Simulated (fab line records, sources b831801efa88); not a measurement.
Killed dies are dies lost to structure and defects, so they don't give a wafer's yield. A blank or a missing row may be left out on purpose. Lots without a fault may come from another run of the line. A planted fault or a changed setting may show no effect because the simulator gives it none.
fab line records | flow sky130
record lots=6 wafers=17 last_day=50
route steps=708 shown VIA3@591 METAL4@598 CAP2M@603 PAD_OPEN@708
lots that met no fault: from a run of the same line without faults
start_h: hours from the record's first day to the start of the lot's first wafer shown | wait_h: hours since the lot's step before | " the same as in the row above | L1.1+2: a row that stands for several wafers | - no value, or no start given | * or withheld: withheld | < > ~ a bound
route shown NAME@n: a module of which the file shows steps, and the number in the route of the first | usual: mean/standard deviation of fault-free wafers | same: alike in all rows | chamber/n: place in a boat | sites: the reading at each site | _std_site: their standard deviation | _edge_site: outer sites' mean less inner sites' | radius_mm: how far each site lies from the wafer's centre | mask NAME#n: copy n | behind: the tool/chamber that last shaped the wafer | hold: why the lot was held/for how many hours/how that ended | device: the transistor (n, p or np) that didn't switch | end of line: the same wafers' tests at the end of the route | a step without rows: its recipe alone | killed: dies lost to structure and defects at the first sort, not the wafer's yield | map: a wafer's dies, x killed, . not, _ none there
set.NAME: the setting as run; set.NAME@STEP: as run at that earlier step | model.NAME: the simulator's own value behind a step, which no gauge read
lots at some steps of the route; a table a step, a row a wafer
services: from which hour (start_h, from the record's first day; less than 0 if before it) a tool's chamber was out of use, for how many hours, and why
## steps
# step SKY_VIA3_CLEAN_18
# recipe chemistry=IPA time_s=180 temp_c=25
# step SKY_VIA3_CLEAN_19
# recipe chemistry=O3/DIW dry=n2_spin
# step SKY_VIA3_SPUTTER_20
# recipe material=TiN target_thk_nm=20 chamber_pressure_pa=5 power_w=4000 time_s=80
# step SKY_VIA3_CVD_21
# recipe material=W target_thk_nm=390 time_s=117.31 temp_c=400 pressure_torr=40
# usual heater_power_w=906/29
# columns lot.wafer tool chamber start_h wait_h heater_power_w
L210.1 cvd_w-02 1 943.40 0.0 871
L210.2 " 0 " " 891
L210.6 " 0 " " 884
L211.1 cvd_w-02 0 945.46 0.0 859
L211.2 " 1 " " 903
L211.3 " 1 " " 908
L224.1 cvd_w-01 1 1046.96 0.0 869
L224.2 " 0 " " 961
L224.5 " 1 " " 888
L223.1 cvd_w-02 0 1047.25 0.0 882
L223.2 " 1 " " 910
L223.4 " 1 " " 920
L228.3 cvd_w-01 0 1060.70 0.1 940
L228.4 " 1 " " 899
L230.2 cvd_w-01 1 1080.16 0.0 887
L230.5 " 1 " " 897
L230.6 " 0 " " 948
# step SKY_VIA3_RS_MEAS_22
# recipe thk_meas_gauge=four-point-probe reads=W_of_VIA3_CVD_21+TiN_of_VIA3_SPUTTER_20
# usual VIA3_W_RS=0.296/0.0044
# columns lot.wafer tool chamber start_h wait_h VIA3_W_RS[ohm/sq]
L210.1 film_metro-01 - 943.52 0.1 0.297
L210.2 " - " " 0.296
L210.6 " - " " 0.295
L211.1 film_metro-02 - 945.58 0.1 0.296
L211.2 " - " " 0.298
L211.3 " - " " 0.297
L224.1 film_metro-02 - 1047.09 0.1 0.297
L224.2 " - " " 0.295
L224.5 " - " " 0.295
L223.1 film_metro-01 - 1047.38 0.1 0.285
L223.2 " - " " 0.294
L223.4 " - " " 0.293
L228.3 film_metro-01 - 1060.83 0.1 0.299
L228.4 " - " " 0.301
L230.2 film_metro-02 - 1080.30 0.1 0.300
L230.5 " - " " 0.295
L230.6 " - " " 0.294
# step SKY_VIA3_THK_MEAS_23
# recipe thk_meas_gauge=xrf reads=W_of_VIA3_CVD_21
# usual VIA3_W_THK=392/6.7
# columns lot.wafer tool chamber start_h wait_h VIA3_W_THK[nm]
L210.1 film_metro-01 - 943.64 0.1 392
L210.2 " - " " 389
L210.6 " - " " 395
L211.1 film_metro-02 - 945.70 0.1 389
L211.2 " - " " 388
L211.3 " - " " 388
L224.1 film_metro-02 - 1047.21 0.1 396
L224.2 " - " " 398
L224.5 " - " " 398
L223.1 film_metro-01 - 1047.50 0.1 403
L223.2 " - " " 388
L223.4 " - " " 389
L228.3 film_metro-01 - 1060.93 0.1 386
L228.4 " - " " 383
L230.2 film_metro-02 - 1080.41 0.1 387
L230.5 " - " " 389
L230.6 " - " " 393
# step SKY_VIA3_CMP_24
# recipe stop_on=SiO2 t_overpolish_s=20 down_force_psi=3.5 platen_rpm=60 target_thk_nm=0 pad_velocity_m_s=0.94248
# usual motor_current_A=11.0/1.2 overpolish_run_s=20.000/0.0092 slurry_filter_dp_kPa=13.49/0.15 time_to_endpoint_s=93/3.9
# columns lot.wafer tool chamber start_h wait_h motor_current_A overpolish_run_s slurry_filter_dp_kPa time_to_endpoint_s
L210.1 cmp-01 3 943.75 0.1 10.1 19.998 13.48 92
L210.2 " 1 " " 12.9 20.002 13.34 90
L210.6 " 3 " " 10.4 19.993 13.56 93
L211.1 cmp-01 1 945.76 0.1 12.5 20.009 13.48 89
L211.3 " 2 " " 10.4 20.008 13.73 93
L211.2 " 3 " " 10.3 20.014 13.41 96
L224.2 cmp-01 3 1047.27 0.0 10.4 19.995 13.46 95
L224.1 " 1 " " 12.4 20.015 13.39 92
L224.5 " 0 " " 9.9 20.005 13.64 99
L223.1 cmp-02 0 1047.56 0.1 9.4 19.988 13.43 96
L223.2 " 2 " " 12.4 19.989 13.51 90
L223.4 " 3 " " 12.1 20.015 13.59 87
L228.3 cmp-02 3 1060.97 0.0 11.6 19.994 13.55 92
L228.4 " 1 " " 10.7 19.998 13.40 85
L230.2 cmp-02 2 1080.61 0.2 12.0 19.997 13.42 87
L230.6 " 3 " " 12.5 19.997 13.45 85
L230.5 " 0 " " 9.7 20.009 13.61 89
# step SKY_METAL4_SPUTTER_00
# recipe material=Ti target_thk_nm=15 power_w=3000 time_s=10 chamber_pressure_pa=0.4
# usual throttle_valve_pct=30.9/1.1
# columns lot.wafer tool chamber start_h wait_h throttle_valve_pct
L210.1 pvd_sputter-02 - 944.00 0.2 30.8
L210.2 " - " " 28.9
L210.6 " - " " 30.8
L211.1 pvd_sputter-03 - 946.06 0.2 31.9
L211.2 " - " " 31.6
L211.3 " - " " 31.2
L224.1 pvd_sputter-03 - 1047.57 0.1 31.2
L224.2 " - " " 31.5
L224.5 " - " " 31.1
L223.1 pvd_sputter-01 - 1047.86 0.2 32.0
L223.2 " - " " 31.2
L223.4 " - " " 29.8
L228.3 pvd_sputter-03 - 1061.27 0.2 31.8
L228.4 " - " " 31.4
L230.2 pvd_sputter-01 - 1080.76 0.1 29.5
L230.5 " - " " 30.4
L230.6 " - " " 29.6
# step SKY_METAL4_SPUTTER_01
# recipe material=TiN target_thk_nm=20 power_w=6500 time_s=16.7 chamber_pressure_pa=0.4
# step SKY_METAL4_SPUTTER_02
# recipe material=AlCu target_thk_nm=735 power_w=10600 time_s=39.1 chamber_pressure_pa=0.4
# step SKY_METAL4_SPUTTER_03
# recipe material=Ti target_thk_nm=5 power_w=3000 time_s=3.3 chamber_pressure_pa=0.4
# step SKY_METAL4_SPUTTER_04
# recipe material=TiN target_thk_nm=70 power_w=6500 time_s=58.3 chamber_pressure_pa=0.4
# step SKY_CAP2M_CVD_00
# recipe material=SiO2 target_thk_nm=15.5 temp_c=400 time_s=withheld rf_w=450
# usual heater_power_w=703/110
# columns lot.wafer tool chamber start_h wait_h heater_power_w model.SiO2_of_CAP2M_CVD_00.thk_nm
L210.1 pecvd-02 1 944.15 0.0 768 15.33
L210.2 " 2 " " 661 15.12
L210.6 " 0 " " 706 15.51
L211.1 pecvd-01 0 946.22 0.0 1010 15.37
L211.2 " 1 " " 566 15.13
L211.3 " 2 " " 651 15.3
L224.1 pecvd-03 0 1047.72 0.0 755 15.84
L224.2 " 1 " " 719 15.68
L224.5 " 0 " " 766 16.07
L223.1 pecvd-01 2 1048.01 0.0 672 15.51
L223.2 " 0 " " 928 15.33
L223.4 " 1 " " 633 25.66
L228.3 pecvd-01 2 1061.42 0.0 713 25.12
L228.4 " 1 " " 628 25.74
L230.2 pecvd-03 1 1080.91 0.0 734 15.78
L230.5 " 2 " " 608 15.62
L230.6 " 1 " " 756 15.78
# step SKY_CAP2M_THK_MEAS_01
# recipe reads=SiO2_of_CAP2M_CVD_00
# usual CAP2M_CVD_00_THK=15.60/0.23
# columns lot.wafer tool chamber start_h wait_h CAP2M_CVD_00_THK[nm]
L210.1 film_metro-03 - 944.17 - 15.29
L210.2 " - " " 15.12
L210.6 " - " " 15.52
L211.1 film_metro-01 - 946.24 - 15.34
L211.2 " - " " 15.13
L211.3 " - " " 15.30
L224.1 film_metro-04 - 1047.74 - 15.84
L224.2 " - " " 15.71
L224.5 " - " " 16.09
L223.1 film_metro-01 - 1048.03 - 15.50
L223.2 " - " " 15.32
L223.4 " - " " 25.64
L228.3 film_metro-03 - 1061.46 - 25.11
L228.4 " - " " 25.75
L230.2 film_metro-01 - 1080.95 - 15.78
L230.5 " - " " 15.58
L230.6 " - " " 15.79
# step SKY_CAP2M_SPUTTER_02
# recipe material=TiN target_thk_nm=200 temp_c=300 power_w=6500 time_s=166.7 chamber_pressure_pa=0.4
# usual throttle_valve_pct=30.0/1.5
# columns lot.wafer tool chamber start_h wait_h throttle_valve_pct
L210.1 pvd_sputter-03 - 944.23 0.1 32.1
L210.2 " - " " 31.6
L210.6 " - " " 31.7
L211.1 pvd_sputter-02 - 946.30 0.1 28.7
L211.2 " - " " 29.2
L211.3 " - " " 28.5
L224.1 pvd_sputter-02 - 1047.80 0.1 28.7
L224.2 " - " " 29.2
L224.5 " - " " 30.7
L223.1 pvd_sputter-03 - 1048.09 0.1 32.2
L223.2 " - " " 31.4
L223.4 " - " " 31.5
L228.3 pvd_sputter-04 - 1061.50 0.0 32.1
L228.4 " - " " 28.6
L230.2 pvd_sputter-04 - 1081.00 0.0 28.7
L230.5 " - " " 31.9
L230.6 " - " " 28.6
# step SKY_CAP2M_RS_MEAS_03
# recipe thk_meas_gauge=four-point-probe reads=TiN_of_CAP2M_SPUTTER_02
# usual CAP2M_TIN_RS=6.87/0.072
# columns lot.wafer tool chamber start_h wait_h CAP2M_TIN_RS[ohm/sq]
L210.1 film_metro-01 - 944.34 0.1 6.90
L210.2 " - " " 6.83
L210.6 " - " " 6.85
L211.1 film_metro-01 - 946.41 0.1 6.89
L211.2 " - " " 6.85
L211.3 " - " " 6.91
L224.1 film_metro-03 - 1047.91 0.1 6.99
L224.2 " - " " 6.86
L224.5 " - " " 6.93
L223.1 film_metro-01 - 1048.20 0.1 6.85
L223.2 " - " " 6.94
L223.4 " - " " 6.83
L228.3 film_metro-01 - 1061.65 0.1 6.88
L228.4 " - " " 7.04
L230.2 film_metro-03 - 1081.12 0.1 6.96
L230.5 " - " " 6.83
L230.6 " - " " 6.82
# step SKY_CAP2M_THK_MEAS_04
# recipe thk_meas_gauge=xrf reads=TiN_of_CAP2M_SPUTTER_02
# usual CAP2M_TIN_THK=198.5/2.3
# columns lot.wafer tool chamber start_h wait_h CAP2M_TIN_THK[nm]
L210.1 film_metro-01 - 944.46 0.1 197.9
L210.2 " - " " 200.2
L210.6 " - " " 199.8
L211.1 film_metro-01 - 946.53 0.1 197.6
L211.2 " - " " 198.8
L211.3 " - " " 197.4
L224.1 film_metro-03 - 1048.03 0.1 197.2
L224.2 " - " " 201.1
L224.5 " - " " 199.9
L223.1 film_metro-01 - 1048.32 0.1 199.7
L223.2 " - " " 196.2
L223.4 " - " " 199.4
L228.3 film_metro-01 - 1061.75 0.1 199.9
L228.4 " - " " 194.5
L230.2 film_metro-03 - 1081.23 0.1 197.3
L230.5 " - " " 201.9
L230.6 " - " " 202.0
# step SKY_CAP2M_DEHYDRATE_05
# recipe temp_c=200 time_s=60
# step SKY_CAP2M_HMDS_06
# recipe prime_time_s=60 prime_temp_c=120
# step SKY_CAP2M_COAT_07
# recipe resist=NOVOLAK spin_rpm=3000 resist_thk_nm=1140
# step SKY_CAP2M_SOFTBAKE_08
# recipe temp_c=90 time_s=60 resist=NOVOLAK
# step SKY_CAP2M_EXPOSE_09
# recipe mask_id=CAP2M na=0.6 source_shape=conventional sigma_outer=0.6 polarization=unpolarized target_cd_nm=1000 dose_mj=159
# step SKY_CAP2M_PEB_10
# recipe temp_c=withheld time_s=* resist=NOVOLAK
# step SKY_CAP2M_DEVELOP_11
# recipe resist=NOVOLAK developer=TMAH develop_time_s=60 dev_temp_c=23
# step SKY_CAP2M_OVL_MEAS_12
# usual CAP2M_OVL=-0.5/1.4
# columns lot.wafer tool chamber start_h wait_h CAP2M_OVL[nm]
L210.1 overlay-01 - 969.21 0.1 -1.7
L210.2 " - " " -1.2
L210.6 " - " " -1.3
L211.1 overlay-01 - 970.20 0.1 1.0
L211.2 " - " " 0.5
L211.3 " - " " -0.4
L224.1 overlay-02 - 1069.71 0.1 1.7
L224.2 " - " " -0.6
L224.5 " - " " 0.4
L223.1 overlay-01 - 1069.81 0.1 -1.3
L223.2 " - " " -1.9
L223.4 " - " " -1.4
L228.3 overlay-02 - 1082.57 0.1 1.6
L228.4 " - " " -1.4
L230.2 overlay-02 - 1101.87 0.1 -2.4
L230.5 " - " " 0.5
L230.6 " - " " -4.1
# step SKY_CAP2M_METAL_ETCH_13
# recipe target_depth_nm=220 stop_on=SiO2 chemistry=Cl2/BCl3 target=TiN pressure_mtorr=10 icp_w=900 bias_w=48.5 Cl2_flow_sccm=60 bcl3_flow_sccm=30 time_s=62.9
# step SKY_CAP2M_STRIP_14
# recipe chemistry=O2/N2 power_w=1400 pressure_mtorr=1500 platen_temp_c=withheld o2_flow_sccm=3000 n2_flow_sccm=300 overash_fraction=0.5
# usual drypump_motor_current_A=5.5/0.49 n2_flow_sccm=300.0/0.91 oes_product_au=0.710/0.0048 strip_time_to_endpoint_s=12.65/0.048
# columns lot.wafer tool chamber start_h wait_h drypump_motor_current_A n2_flow_sccm oes_product_au rf_hours_counter_h strip_time_to_endpoint_s
L210.1 plasma_asher-02 0 969.32 0.1 4.9 301.1 0.706 117 12.62
L210.2 " 1 " " 5.6 300.7 0.716 117 12.62
L210.6 " 1 " " 5.6 300.7 0.705 - 12.65
L211.1 plasma_asher-01 0 970.31 0.1 5.2 300.1 0.719 51 12.69
L211.2 " 1 " " 5.4 301.1 0.712 51 12.66
L211.3 " 0 " " 5.2 301.8 0.709 - 12.63
L224.1 plasma_asher-03 1 1069.82 0.1 5.4 299.2 0.713 34 12.61
L224.2 " 0 " " 6.4 298.9 0.710 34 12.60
L224.5 " 1 " " 5.4 300.2 0.714 - 12.55
L223.1 plasma_asher-02 0 1069.95 0.1 4.9 301.6 0.709 1 12.69
L223.2 " 1 " " 5.6 299.1 0.709 1 12.71
L223.4 " 0 " " 4.9 300.9 0.704 - 12.77
L228.3 plasma_asher-01 0 1082.70 0.1 5.2 300.2 0.713 - 12.66
L228.4 " 1 " " 5.4 299.6 0.716 - 12.66
L230.2 plasma_asher-01 0 1101.97 0.1 5.2 300.2 0.712 61 12.62
L230.5 " 0 " " 5.2 300.7 0.706 - 12.61
L230.6 " 1 " " 5.5 299.4 0.710 - 12.62
# step SKY_CAP2M_STRIP_15
# recipe chemistry=post_etch_residue_remover time_s=1200 temp_c=72.5
# step SKY_CAP2M_CLEAN_16
# recipe chemistry=IPA time_s=180 temp_c=25
# step SKY_CAP2M_CLEAN_17
# recipe chemistry=O3/DIW dry=n2_spin
# step SKY_METAL4_DEHYDRATE_05
# recipe temp_c=200 time_s=60
# step SKY_METAL4_HMDS_06
# recipe prime_time_s=60 prime_temp_c=120
# step SKY_METAL4_COAT_07
# recipe resist=BARC temp_c=withheld time_s=withheld spin_rpm=3000 resist_thk_nm=60
# step SKY_METAL4_COAT_08
# recipe resist=KrF-thick spin_rpm=3000 resist_thk_nm=1140
# step SKY_METAL4_SOFTBAKE_09
# recipe temp_c=100 time_s=90 resist=KrF-thick
# step SKY_METAL4_EXPOSE_10
# recipe mask_id=MM4 na=0.68 source_shape=annular sigma_inner=0.4 sigma_outer=0.8 target_cd_nm=300 dose_mj=28
# step SKY_METAL4_PEB_11
# recipe peb_temp_c=withheld peb_time_s=withheld resist=KrF-thick
# step SKY_METAL4_DEVELOP_12
# recipe develop_time_s=60 resist=KrF-thick dev_temp_c=21
# step SKY_METAL4_CD_MEAS_13
# recipe target_cd_nm=300
# usual cd_nm=299.6/1.5
# columns lot.wafer tool chamber start_h wait_h cd_nm
L210.1 cd_sem-01 - 993.00 - 300.9
L210.2 " - " " 301.9
L210.6 " - " " 298.3
L211.1 cd_sem-02 - 994.95 - 299.1
L211.2 " - " " 299.9
L211.3 " - " " 298.9
L224.1 cd_sem-02 - 1091.45 - 299.2
L224.2 " - " " 300.1
L224.5 " - " " 299.2
L223.1 cd_sem-01 - 1091.51 - 301.7
L223.2 " - " " 304.1
L223.4 " - " " 303.1
L228.3 cd_sem-02 - 1103.69 - 301.8
L228.4 " - " " 300.6
L230.2 cd_sem-01 - 1121.73 - 296.5
L230.5 " - " " 296.8
L230.6 " - " " 297.7
# step SKY_METAL4_OVL_MEAS_14
# usual METAL4_OVL=-2/5.1
# columns lot.wafer tool chamber start_h wait_h METAL4_OVL[nm]
L210.1 overlay-01 - 993.12 0.1 -3
L210.2 " - " " -10
L210.6 " - " " -3
L211.1 overlay-02 - 995.07 0.1 0
L211.2 " - " " 2
L211.3 " - " " -5
L224.1 overlay-01 - 1091.57 0.1 -3
L224.2 " - " " -3
L224.5 " - " " -2
L223.1 overlay-02 - 1091.63 0.1 -2
L223.2 " - " " 2
L223.4 " - " " -3
L228.3 overlay-01 - 1103.78 0.1 -5
L228.4 " - " " -4
L230.2 overlay-01 - 1121.84 0.1 -4
L230.5 " - " " 7
L230.6 " - " " 4
# step SKY_METAL4_DESCUM_15
# recipe chemistry=O2 source_power_w=150 bias_power_w=0 pressure_mtorr=10 temp_c=40 time_s=8
# step SKY_METAL4_ETCH_16
# recipe chemistry=N2/H2 target=BARC ion_energy_ev=200 bias_w=100 pressure_mtorr=30 n2_flow_sccm=100 h2_flow_sccm=200 icp_w=500 stop_on=SiO2 time_s=88.2 target_depth_a=600
# step SKY_METAL4_ETCH_17
# recipe target=SiO2 stop_on=TiN chemistry=C4F8/O2/Ar source_w=1500 bias_w=1200 pressure_mtorr=40 c4f8_flow_sccm=withheld O2_flow_sccm=6 Ar_flow_sccm=300 time_s=3.9 target_depth_a=150
# usual oes_product_au=0.756/0.0062
# columns lot.wafer tool chamber start_h wait_h oes_product_au rf_hours_counter_h model.etch.depth_nm
L210.1 rie_diel-03 3 993.29 0.1 0.752 22 15.33
L210.2 " 0 " " 0.742 12 15.12
L210.6 " 0 " " 0.754 - 15.51
L211.1 rie_diel-04 2 995.24 0.1 0.741 17 15.37
L211.2 " 0 " " 0.742 17 15.13
L211.3 " 1 " " 0.751 7 15.3
L224.1 rie_diel-02 0 1091.74 0.1 0.763 13 15.84
L224.2 " 3 " " 0.751 3 15.68
L224.5 " 1 " " 0.760 - 16.07
L223.1 rie_diel-03 3 1091.80 0.1 0.761 25 15.51
L223.2 " 1 " " 0.750 23 15.33
L223.4 " 2 " " 0.987 18 25.55
L228.3 rie_diel-02 3 1104.15 0.1 0.983 3 25.04
L228.4 " 0 " " 0.987 13 25.13
L230.2 rie_diel-04 3 1122.00 0.1 0.758 27 15.78
L230.5 " 2 " " 0.754 - 15.62
L230.6 " 0 " " 0.765 - 15.78
# step SKY_PAD_OPEN_PROBE_99
# usual defect_limited_yield=82.6/1.9 killed_at_M0_to_M3=42/7.1 killed_at_M4_up=3.3/1.9 killed_at_contacts=24/5 killed_at_front_end=15/4.7 killed_at_other=0.3/0.61 killed_dies=86/9.6 killed_open=47/7.5 killed_short=38/6.6
# same gross_dies=492 killed_at_back_side=0
# columns lot.wafer tool chamber start_h wait_h defect_limited_yield[%] killed_at_M0_to_M3 killed_at_M4_up killed_at_contacts killed_at_front_end killed_at_other killed_dies killed_open killed_short model.etest.tester.sort_n_pass model.etest.tester.sort_yield_pct model.etest.tester.sort_bin_3_pct model.etest.tester.sort_bin_5_pct model.etest.res_deep_nwell.short model.etest.nfet_16v.over_limit model.etest.res_iso_pwell.short model.etest.li_comb.over_limit
L210.1 prober-02 - 1087.35 0.1 83.9 40 3 27 9 0 79 47 32 413 83.94 0.813 9.553 0 0 0 0
L210.2 prober-02 - 1087.40 0.1 86.2 38 2 18 10 0 68 29 39 424 86.18 0.813 8.74 0 0 0 0
L210.6 prober-02 - 1087.60 0.2 79.9 46 3 34 16 0 99 56 43 393 79.88 1.22 11.59 0 0 0 0
L211.1 prober-01 - 1088.83 0.1 82.1 45 4 21 18 0 88 49 38 404 82.11 1.016 9.959 0 0 0 0
L211.2 prober-01 - 1088.88 0.1 81.1 38 1 32 22 0 93 50 43 399 81.1 0.813 8.74 0 0 0 0
L211.3 prober-01 - 1088.93 0.2 82.7 41 3 22 18 1 85 56 28 407 82.72 0.6098 10.57 0 0 0 0
L224.1 prober-01 - 1174.27 0.1 85.4 35 5 18 14 0 72 30 41 420 85.37 0.813 8.74 0 0 0 0
L224.2 prober-01 - 1174.32 0.1 81.3 44 3 21 24 0 92 49 42 400 81.3 0.4065 9.756 0 0 0 0
L224.5 prober-01 - 1174.47 0.2 85.6 26 2 26 17 0 71 38 33 421 85.57 0.6098 9.756 0 0 0 0
L223.1 prober-02 - 1175.77 0.1 79.9 48 2 22 27 0 99 60 39 393 79.88 0.6098 12.2 0 0 0 0
L223.2 prober-02 - 1175.82 0.1 83.1 35 6 30 11 1 83 38 45 409 83.13 1.016 9.959 0 0 0 0
L223.4 prober-02 - 1175.92 0.2 84.3 41 4 18 14 0 77 35 42 0 0 49.41 44.5 1 1 1 1
L228.3 prober-02 - 1184.52 0.2 84.8 40 1 22 12 0 75 45 30 0 0 47.46 45.63 1 1 1 1
L228.4 prober-02 - 1184.57 0.2 80.1 48 3 29 18 0 98 64 33 0 0 66.81 25.67 1 1 1 1
L230.2 prober-02 - 1198.18 0.1 81.1 39 3 27 21 3 93 51 39 399 81.1 1.22 11.99 0 0 0 0
L230.5 prober-02 - 1198.33 0.2 82.5 43 5 17 20 1 86 33 52 406 82.52 0.4065 11.18 0 0 0 0
L230.6 prober-02 - 1198.38 0.2 80.5 40 7 21 26 2 96 49 45 396 80.49 1.423 11.38 0 0 0 0
# killed by level:class
L210.1 LI_CONTACT:geometric_particle:open=11 VIA2:geometric_particle:open=9 CONTACT:geometric_particle:open=8 METAL2:geometric_particle:short=7 CONTACT:geometric_particle:short=6 VIA1:geometric_particle:open=5 METAL1:geometric_particle:short=4 VIA2:geometric_particle:short=4
L210.2 METAL2:geometric_particle:short=7 CONTACT:geometric_particle:open=7 VIA1:geometric_particle:open=6 VIA1:geometric_particle:short=6 LI_CONTACT:geometric_particle:open=5 FIELD_ISO:geometric_particle:open=4 METAL1:geometric_particle:short=4 VIA3:geometric_particle:short=4
L210.6 CONTACT:geometric_particle:open=16 VIA1:geometric_particle:open=12 METAL2:geometric_particle:short=11 FIELD_ISO:geometric_particle:open=6 LI_CONTACT:geometric_particle:open=5 LOCAL_INTERCONNECT:geometric_particle:short=5 VIA2:geometric_particle:short=5 METAL1:geometric_particle:short=4
L211.1 CONTACT:geometric_particle:open=11 VIA3:geometric_particle:open=9 VIA1:geometric_particle:open=8 METAL2:geometric_particle:short=7 FIELD_ISO:geometric_particle:open=5 POLY_GATE:geometric_particle:open=4 CONTACT:geometric_particle:short=4 VIA2:geometric_particle:short=4
L211.2 CONTACT:geometric_particle:open=10 LI_CONTACT:geometric_particle:open=8 VIA1:geometric_particle:open=8 POLY_GATE:geometric_particle:short=7 VIA3:geometric_particle:open=7 FIELD_ISO:geometric_particle:open=6 LOCAL_INTERCONNECT:geometric_particle:short=6 VIA1:geometric_particle:short=5
L211.3 CONTACT:geometric_particle:open=12 VIA3:geometric_particle:open=11 VIA1:geometric_particle:open=8 VIA2:geometric_particle:open=6 METAL2:geometric_particle:short=6 POLY_GATE:geometric_particle:open=5 LI_CONTACT:geometric_particle:open=4 POLY_GATE:geometric_particle:short=3
L224.1 FIELD_ISO:geometric_particle:short=7 VIA1:geometric_particle:open=7 CONTACT:geometric_particle:open=7 LOCAL_INTERCONNECT:geometric_particle:short=5 VIA2:geometric_particle:open=5 VIA1:geometric_particle:short=4 METAL2:geometric_particle:short=4 METAL1:geometric_particle:short=3
L224.2 CONTACT:geometric_particle:open=9 VIA2:geometric_particle:open=8 FIELD_ISO:geometric_particle:open=7 FIELD_ISO:geometric_particle:short=7 VIA2:geometric_particle:short=7 VIA1:geometric_particle:open=7 METAL1:geometric_particle:short=6 LI_CONTACT:geometric_particle:open=5
L224.5 CONTACT:geometric_particle:open=10 LOCAL_INTERCONNECT:geometric_particle:short=6 LI_CONTACT:geometric_particle:open=5 METAL1:geometric_particle:short=5 FIELD_ISO:geometric_particle:short=4 FIELD_ISO:geometric_particle:open=4 VIA2:geometric_particle:open=4 POLY_GATE:geometric_particle:open=3
L223.1 VIA1:geometric_particle:open=13 CONTACT:geometric_particle:open=11 LI_CONTACT:geometric_particle:open=7 VIA2:geometric_particle:open=7 POLY_GATE:geometric_particle:short=6 VIA3:geometric_particle:open=6 FIELD_ISO:geometric_particle:open=5 FIELD_ISO:geometric_particle:short=4
L223.2 LI_CONTACT:geometric_particle:open=8 CONTACT:geometric_particle:open=7 CONTACT:geometric_particle:short=7 VIA1:geometric_particle:open=6 METAL2:geometric_particle:short=6 LOCAL_INTERCONNECT:geometric_particle:short=5 VIA3:geometric_particle:open=5 VIA2:geometric_particle:open=4
L223.4 METAL2:geometric_particle:short=8 CONTACT:geometric_particle:open=6 POLY_GATE:geometric_particle:open=5 CONTACT:geometric_particle:short=5 VIA1:geometric_particle:open=5 METAL1:geometric_particle:short=5 VIA3:geometric_particle:open=5 FIELD_ISO:geometric_particle:open=4
L228.3 VIA3:geometric_particle:open=9 LI_CONTACT:geometric_particle:open=7 FIELD_ISO:geometric_particle:open=6 VIA2:geometric_particle:open=6 VIA1:geometric_particle:open=6 CONTACT:geometric_particle:open=5 METAL1:geometric_particle:short=5 METAL3:geometric_particle:short=5
L228.4 VIA1:geometric_particle:open=12 LI_CONTACT:geometric_particle:open=10 CONTACT:geometric_particle:open=10 VIA2:geometric_particle:open=9 VIA3:geometric_particle:open=7 FIELD_ISO:geometric_particle:open=6 FIELD_ISO:geometric_particle:short=4 LOCAL_INTERCONNECT:geometric_particle:short=4
L230.2 CONTACT:geometric_particle:open=10 LI_CONTACT:geometric_particle:open=7 VIA2:geometric_particle:open=7 VIA3:geometric_particle:open=7 POLY_GATE:geometric_particle:short=6 METAL2:geometric_particle:short=6 FIELD_ISO:geometric_particle:open=5 POLY_GATE:geometric_particle:open=5
L230.5 VIA1:geometric_particle:short=8 FIELD_ISO:geometric_particle:short=7 METAL1:geometric_particle:short=7 VIA2:geometric_particle:open=7 POLY_GATE:geometric_particle:short=6 POLY_GATE:geometric_particle:open=6 CONTACT:geometric_particle:short=5 VIA3:geometric_particle:open=5
L230.6 LI_CONTACT:geometric_particle:open=9 POLY_GATE:geometric_particle:short=8 POLY_GATE:geometric_particle:open=8 VIA2:geometric_particle:open=8 VIA1:geometric_particle:open=7 FIELD_ISO:geometric_particle:short=5 METAL1:geometric_particle:short=5 METAL2:geometric_particle:short=5
## services
# columns tool chamber start_h hours kind
rie_diel-03 1 924.69 5.3 repair
pecvd-03 2 938.08 21.6 repair
rie_diel-04 1 946.62 46.5 repair
plasma_asher-01 - 966.48 3.2 repair
pecvd-01 2 972.08 23.6 repair
pvd_sputter-02 - 990.41 23.1 repair
plasma_asher-01 - 994.69 2.8 pm
cmp-02 - 999.05 0.9 repair
cmp-02 - 999.96 14.3 pm
cmp-01 - 1012.96 3.1 repair
cmp-02 - 1016.40 4.2 pm
cmp-02 - 1017.86 1.2 repair
cmp-01 - 1021.64 4.3 repair
cmp-02 - 1035.25 2.1 repair
plasma_asher-01 - 1044.18 28.1 pm
cvd_w-01 0 1069.17 7.1 repair
cmp-02 - 1074.73 5.3 pm
cmp-01 - 1084.34 4.0 pm
pecvd-01 2 1098.55 6.4 repair
cmp-02 - 1104.68 1.0 repair
cmp-02 - 1105.77 0.5 repair
pecvd-01 - 1112.35 4.2 repair
cmp-01 - 1116.05 5.0 pm
plasma_asher-01 - 1118.21 4.0 pm
## key
first_sign step=SKY_CAP2M_THK_MEAS_01 reading=CAP2M_CVD_00_THK direction=up sigmas=43 usual=15.60 struck=25.50
effect step=SKY_METAL4_ETCH_17 reading=oes_product_au direction=up sigmas=37 usual=0.756 struck=0.985
model_effect step=SKY_CAP2M_CVD_00 value=SiO2_of_CAP2M_CVD_00.thk_nm without=15.6 struck=25.51
model_effect step=SKY_METAL4_ETCH_17 value=etch.depth_nm without=15.6 struck=25.24
model_effect step=SKY_PAD_OPEN_PROBE_99 value=etest.tester.sort_n_pass without=408.7 struck=0
met_at SKY_CAP2M_CVD_00
struck_wafers L223.4,L228.3,L228.4
onset_between 946.22 1048.01
fault kind=process_parameter_drift tool=pecvd-01 chamber=- onset_h=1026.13 steps=SKY_CAP2M_CVD_00 channel=target_thk_nm offset=9.8803 shape=step end_h=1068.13 scope=struck_wafers_only acts_in=these_recipes_only stated=15.5
